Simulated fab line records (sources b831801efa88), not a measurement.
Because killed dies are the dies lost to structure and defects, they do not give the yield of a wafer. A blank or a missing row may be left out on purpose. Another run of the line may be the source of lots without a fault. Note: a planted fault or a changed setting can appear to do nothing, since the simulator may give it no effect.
fab line records ; flow sky130
record lots=15; wafers=45; last-day=50
route steps=708 shown NWELL@64 PAD_OPEN@708
lots that met no fault: taken from a fault-free run of the same line
start-h: hours from the record's opening day to when the first of the lot's shown wafers began ; wait-h: hours since the lot's step before ; " repeats the value in the row above ; L1.1+2: several wafers, shown together as one row ; - no value, or no start given ; * or withheld: withheld ; < > ~ a bound
route shown NAME@n: a module of which the file shows steps, and the number in the route of the first ; usual: mean and standard deviation over wafers with no fault ; same: alike in all rows ; chamber/n: place in a boat ; sites: the reading at each site ; _std_site: the standard deviation of these ; _edge_site: inner sites' mean taken away from outer sites' mean ; radius-mm: for every site, how far away it sits from the centre of the wafer ; mask NAME#n: copy n ; behind: tool/chamber where the wafer was last shaped ; hold: what put the lot on hold/how long, in hours/how the hold closed ; device: which transistor (n, p or np) failed to switch ; end of line: tests run on the same wafers once the route is complete ; a step with no rows: only its recipe ; killed: dies that structure and defects cost at the first sort, which is not the same as the wafer's yield ; map: shows each die of a wafer: x if killed, . if not, _ if none is there
set.NAME: the setting the step ran with; set.NAME@STEP: the setting that earlier step ran with ; model.NAME: the simulator's own value behind a step, which no gauge read
the route's steps for a sample of lots (tables are steps, rows are wafers)
services: a tool's chamber out of use, with start hour (start-h, from the record's first day; less than 0 if before it), hours out, and reason
## steps
# step SKY_NWELL_IMPLANT_11
# recipe species=P; energy-kev=400; dose-cm2=1.9e+13; tilt-deg=withheld
# usual dose-ions-cm2=1.9003e+13/2.3e+10
lot.wafer;tool;chamber;start-h;wait-h;dose-ions-cm2
L137.3;implanter-03;0;96.63;0.1;1.8968e+13
L137.4;implanter-03;0;96.63;0.1;1.9003e+13
L137.5;implanter-03;0;96.63;0.1;1.8955e+13
L139.1;implanter-03;0;112.10;0.0;1.8996e+13
L139.4;implanter-03;0;112.10;0.0;1.8978e+13
L139.6;implanter-03;0;112.10;0.0;1.8996e+13
L140.1;implanter-02;0;116.73;0.0;1.8967e+13
L140.2;implanter-02;0;116.73;0.0;1.8954e+13
L140.3;implanter-02;0;116.73;0.0;1.9003e+13
L141.3;implanter-03;0;126.31;0.1;1.8791e+13
L141.4;implanter-03;0;126.31;0.1;1.8792e+13
L141.6;implanter-03;0;126.31;0.1;1.8794e+13
L143.1;implanter-03;0;132.63;0.0;1.8727e+13
L143.3;implanter-03;0;132.63;0.0;1.8752e+13
L143.6;implanter-03;0;132.63;0.0;1.8727e+13
L144.1;implanter-03;0;137.53;0.0;1.8802e+13
L144.2;implanter-03;0;137.53;0.0;1.8775e+13
L144.3;implanter-03;0;137.53;0.0;1.8764e+13
L146.2;implanter-04;0;152.87;0.0;1.9026e+13
L146.3;implanter-04;0;152.87;0.0;1.9032e+13
L146.4;implanter-04;0;152.87;0.0;1.8974e+13
L147.1;implanter-02;0;154.45;0.0;1.9014e+13
L147.3;implanter-02;0;154.45;0.0;1.9023e+13
L147.4;implanter-02;0;154.45;0.0;1.8998e+13
L149.2;implanter-02;0;171.44;0.0;1.9013e+13
L149.3;implanter-02;0;171.44;0.0;1.8985e+13
L149.4;implanter-02;0;171.44;0.0;1.899e+13
L153.1;implanter-04;0;190.95;0.0;1.9038e+13
L153.2;implanter-04;0;190.95;0.0;1.8979e+13
L153.4;implanter-04;0;190.95;0.0;1.897e+13
L154.1;implanter-03;0;195.66;0.0;1.902e+13
L154.3;implanter-03;0;195.66;0.0;1.9007e+13
L154.6;implanter-03;0;195.66;0.0;1.8988e+13
L155.2;implanter-02;0;206.02;0.0;1.8995e+13
L155.3;implanter-02;0;206.02;0.0;1.9021e+13
L155.4;implanter-02;0;206.02;0.0;1.9036e+13
L156.1;implanter-03;0;211.35;0.0;1.9034e+13
L156.3;implanter-03;0;211.35;0.0;1.8998e+13
L156.6;implanter-03;0;211.35;0.0;1.9004e+13
L157.3;implanter-03;0;213.50;0.1;1.902e+13
L157.5;implanter-03;0;213.50;0.1;1.9019e+13
L157.6;implanter-03;0;213.50;0.1;1.9039e+13
L158.1;implanter-04;0;221.88;0.0;1.9038e+13
L158.4;implanter-04;0;221.88;0.0;1.9045e+13
L158.6;implanter-04;0;221.88;0.0;1.8988e+13
# step SKY_PAD_OPEN_PROBE_99
# usual killed_at_M0_to_M3=44/7.9; killed_at_M4_up=3.1/1.9; killed-at-contacts=24/4.6; killed-at-front-end=16/4.9; killed-at-other=0.3/0.6; killed-dies=87/9.7; killed-open=48/7.2; killed-short=39/5.6
# same gross-dies=492; killed-at-back-side=0
lot.wafer;tool;chamber;start-h;wait-h;killed_at_M0_to_M3;killed_at_M4_up;killed-at-contacts;killed-at-front-end;killed-at-other;killed-dies;killed-open;killed-short
L143.1;prober-01;-;1116.63;0.1;49;4;26;13;0;92;56;36
L143.3;prober-01;-;1116.73;0.2;32;2;19;16;0;69;38;31
L143.6;prober-01;-;1116.88;0.2;32;3;27;14;0;76;45;31
L154.1;prober-01;-;1187.87;0.1;55;3;19;15;0;92;54;38
L154.3;prober-01;-;1187.97;0.2;35;0;23;28;1;87;46;41
L154.6;prober-01;-;1188.12;0.2;36;3;24;13;0;76;35;41
# killed by level:class
L143.1 VIA1:geometric-particle:open=13 LI_CONTACT:geometric-particle:open=9 CONTACT:geometric-particle:open=6 VIA2:geometric-particle:open=6 POLY_GATE:geometric-particle:open=5 CONTACT:geometric-particle:short=5 VIA2:geometric-particle:short=5 VIA3:geometric-particle:short=5
L143.3 VIA3:geometric-particle:open=9 VIA1:geometric-particle:open=8 CONTACT:geometric-particle:open=7 VIA2:geometric-particle:short=7 POLY_GATE:geometric-particle:short=7 LI_CONTACT:geometric-particle:open=5 POLY_GATE:geometric-particle:open=3 SPACER:geometric-particle:short=3
L143.6 CONTACT:geometric-particle:open=9 VIA3:geometric-particle:open=9 LI_CONTACT:geometric-particle:open=8 VIA1:geometric-particle:open=6 LOCAL_INTERCONNECT:geometric-particle:short=5 FIELD_ISO:geometric-particle:short=4 POLY_GATE:geometric-particle:short=4 VIA2:geometric-particle:open=4
L154.1 VIA2:geometric-particle:open=13 VIA1:geometric-particle:open=7 VIA3:geometric-particle:open=7 LI_CONTACT:geometric-particle:open=6 METAL2:geometric-particle:short=5 FIELD_ISO:geometric-particle:open=5 CONTACT:geometric-particle:open=5 METAL2:geometric-particle:open=5
L154.3 POLY_GATE:geometric-particle:short=10 VIA1:geometric-particle:open=9 LI_CONTACT:geometric-particle:open=7 CONTACT:geometric-particle:open=7 FIELD_ISO:geometric-particle:short=5 POLY_GATE:geometric-particle:open=5 VIA1:geometric-particle:short=5 VIA2:geometric-particle:open=4
L154.6 CONTACT:geometric-particle:open=8 LOCAL_INTERCONNECT:geometric-particle:short=7 VIA1:geometric-particle:open=6 VIA2:geometric-particle:open=5 METAL2:geometric-particle:short=5 FIELD_ISO:geometric-particle:short=4 POLY_GATE:geometric-particle:short=4 LI_CONTACT:geometric-particle:open=4
## services
tool;chamber;start-h;hours;kind
implanter-04;-;120.52;6.9;repair
implanter-02;-;141.45;7.0;pm
implanter-02;-;210.99;2.1;repair
implanter-04;-;214.41;2.9;repair
implanter-02;-;218.44;11.1;repair
## key
first-sign step=SKY_NWELL_IMPLANT_11; reading=dose-ions-cm2; direction=down; sigmas=10; usual=*; struck=*
effect none on later readings
met-at SKY_NWELL_IMPLANT_11
struck-lots L141,L143,L144
tester-left-out L141,L143,L144
onset-between 112.10 126.31
fault kind=process-parameter-drift; tool=implanter-03; chamber=-; onset-h=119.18; steps=SKY_NWELL_IMPLANT_11; channel=dose-cm2; offset=*; shape=step; end-h=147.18; acts-in=*; stated=*
# tester-left-out: of these lots the tester's yield and bins aren't shown, on N5 and GAA mostly nor the transistor test; their killed dies are dies lost to structure and defects alone, not to doping, threshold or leakage, so they don't give the yield
